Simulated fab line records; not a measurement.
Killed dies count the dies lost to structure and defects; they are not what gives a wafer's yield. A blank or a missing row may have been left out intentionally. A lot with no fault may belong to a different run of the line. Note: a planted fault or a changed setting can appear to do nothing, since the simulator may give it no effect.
Which tool did it?	flow sky130	36 wafers from 12 lots sampled at 5 of the route's 708 steps

== WHAT EACH GAUGE READ, for each wafer ==
SKY_VT_ADJUST_HVTP_TW_MEAS_11.
lot	measured	on	VT_ADJUST_HVTP_TW
L913	day 6 01:01	film-metro-04	1360 1349 1350
L914	day 6 10:10	film-metro-04	1356 1354 1357
L916	day 6 18:25	film-metro-03	1360 1353 1360
L918	day 7 13:34	film-metro-01	1352 1356 1357
L919	day 8 01:31	film-metro-04	1356 1356 1365
L920	day 8 02:28	film-metro-01	1369 1360 1362
L924	day 9 02:43	film-metro-03	1359 1357 1355
L926	day 9 16:40	film-metro-04	1431 1422 1424
L929	day 10 04:22	film-metro-03	1421 1414 1412
L933	day 11 15:05	film-metro-03	1366 1371 1363
L934	day 11 18:25	film-metro-03	1364 1365 1363
L935	day 12 01:31	film-metro-01	1365 1362 1367

SKY_CONTACT_RS_MEAS_25: uses a four-point probe to measure.
lot	measured	on	CONTACT_W_RS (ohm/sq)
L913	day 31 08:49	film-metro-04	0.337 0.334 0.342
L914	day 31 19:49	film-metro-02	0.335 0.341 0.339
L916	day 32 08:10	film-metro-02	0.334 0.333 0.338
L918	day 33 16:16	film-metro-03	0.335 0.336 0.335
L919	day 34 04:20	film-metro-02	0.345 0.342 0.342
L920	day 34 02:25	film-metro-02	0.340 0.337 0.341
L924	day 36 01:56	film-metro-02	0.339 0.338 0.336
L926	day 36 05:38	film-metro-03	0.334 0.333 0.334
L929	day 36 15:58	film-metro-03	0.335 0.332 0.338
L933	day 38 08:08	film-metro-02	0.341 0.339 0.339
L934	day 38 12:37	film-metro-02	0.333 0.338 0.336
L935	day 38 19:24	film-metro-04	0.338 0.334 0.331

SKY_VIA2_BOW_MEAS_03.
lot	measured	on	VIA2_BOW (um)
L913	day 34 23:17	film-metro-02	81 80 85
L914	day 35 09:46	film-metro-02	81 71 69
L916	day 35 21:10	film-metro-03	86 96 72
L918	day 37 04:16	film-metro-04	79 89 89
L919	day 37 16:32	film-metro-02	80 87 65
L920	day 37 14:13	film-metro-02	84 86 84
L924	day 39 12:01	film-metro-03	87 87 90
L926	day 39 15:40	film-metro-02	86 82 86
L929	day 40 00:10	film-metro-02	86 75 89
L933	day 41 15:11	film-metro-04	84 86 91
L934	day 41 20:05	film-metro-02	88 84 77
L935	day 42 01:41	film-metro-02	100 77 77

== TOOL THAT RAN EACH LOT (tool first, then ch and the chambers of the sampled wafers, then the start) ==
lot	SKY_VT_ADJUST_HVTP_IMPLANT_09	SKY_METAL1_SPUTTER_01
L913	implanter-03 ch 0, day 6 00:47	pvd-sputter-02, day 31 09:18
L914	implanter-03 ch 0, day 6 09:55	pvd-sputter-02, day 31 20:19
L916	implanter-03 ch 0, day 6 18:10	pvd-sputter-03, day 32 08:40
L918	implanter-04 ch 0, day 7 13:19	pvd-sputter-01, day 33 16:46
L919	implanter-01 ch 0, day 8 01:17	pvd-sputter-01, day 34 04:49
L920	implanter-03 ch 0, day 8 02:14	pvd-sputter-01, day 34 02:55
L924	implanter-03 ch 0, day 9 02:29	pvd-sputter-02, day 36 02:29
L926	implanter-03 ch 0, day 9 16:25	pvd-sputter-03, day 36 06:08
L929	implanter-03 ch 0, day 10 04:07	pvd-sputter-03, day 36 16:28
L933	implanter-04 ch 0, day 11 14:52	pvd-sputter-03, day 38 08:36
L934	implanter-04 ch 0, day 11 18:10	pvd-sputter-03, day 38 13:07
L935	implanter-01 ch 0, day 12 01:17	pvd-sputter-03, day 38 19:53
- SKY_VT_ADJUST_HVTP_IMPLANT_09
- SKY_METAL1_SPUTTER_01: material TiN, target thk 20 nm, time 16.7 s.

== WHAT THE TOOLS THEMSELVES READ (means of the sampled wafers that have a number; where no wafer has one, the mark that the record gives instead) ==
SKY_VT_ADJUST_HVTP_IMPLANT_09.
lot	tool	beam-on-s (s)	dose-ions-cm2	faraday-current-uA
L913	implanter-03	10.15	4.3e+12	24.0
L914	implanter-03	9.98	4.3e+12	24.3
L916	implanter-03	9.85	4.3e+12	24.7
L918	implanter-04	10.04	4.3e+12	24.1
L919	implanter-01	9.95	4.3e+12	24.4
L920	implanter-03	10.18	4.3e+12	23.8
L924	implanter-03	9.87	4.3e+12	24.6
L926	implanter-03	9.93	4.9e+12	27.9
L929	implanter-03	10.11	4.9e+12	27.4
L933	implanter-04	9.91	4.3e+12	24.4
L934	implanter-04	9.88	4.3e+12	24.6
L935	implanter-01	10.23	4.3e+12	23.7

SKY_METAL1_SPUTTER_01.
lot	tool	throttle-valve-pct (%)
L913	pvd-sputter-02	31.2
L914	pvd-sputter-02	31.2
L916	pvd-sputter-03	30.6
L918	pvd-sputter-01	30.0
L919	pvd-sputter-01	30.1
L920	pvd-sputter-01	30.2
L924	pvd-sputter-02	30.7
L926	pvd-sputter-03	29.9
L929	pvd-sputter-03	30.1
L933	pvd-sputter-03	30.7
L934	pvd-sputter-03	29.9
L935	pvd-sputter-03	30.4

== THE ANSWER, worked out from the rows above alone ==
Rule: the lots themselves supply what counts as usual. Put in order of their means at a reading, lots are off if they are a third of the lots or fewer, leave a main group of 4 or more, and stand apart from it by a gap of 3 or more times the standard deviation of the main group's means; of several such gaps the widest counts. A main group is skipped when, at the precision printed for the reading in the tables above, its means are all equal. A lot without any number at a reading at which 4 lots or more have one is off too. Any other lot the step has rows for is counted as sound. Order of review: gauges by route order, followed by the tools' own readings, for which a lot's mean as printed above is used. At the first step where some lot is off, the reading lying furthest off is the one used; lots without a number count as furthest.
Off: L926, L929, at SKY_VT_ADJUST_HVTP_TW_MEAS_11 (VT_ADJUST_HVTP_TW). For the main group the mean is 1360 and the standard deviation 4.5.
A tool fits if, at a process step before that reading, it ran every lot that is off, and no sound lot after the first of them. The gauges at SKY_VT_ADJUST_HVTP_TW_MEAS_11 aren't tried: what is off there is off at SKY_VT_ADJUST_HVTP_IMPLANT_09 too, on other tools, and a gauge's error can't cause that. One candidate fits, namely implanter-03 at SKY_VT_ADJUST_HVTP_IMPLANT_09. Its last sound lot is L924 (day 9 02:29), its first lot that is off L926 (day 9 16:25): a fault that began between those two fits.
The tool's own readings at SKY_VT_ADJUST_HVTP_IMPLANT_09 bear it out: on the lots that are off they differ by more than 5 times the standard deviation of the sound lots' means. dose-ions-cm2 reads 4.9e+12 there against 4.3e+12 on the sound lots; faraday-current-uA reads 27.6 there against 24.3 on the sound lots.

== WHAT THE SIMULATOR HAD PUT IN ==
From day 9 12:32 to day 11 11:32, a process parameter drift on implanter-03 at SKY_VT_ADJUST_HVTP_IMPLANT_09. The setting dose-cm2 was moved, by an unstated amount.
Shown lots that were struck: L926, L929. This agrees with what the rule above found.
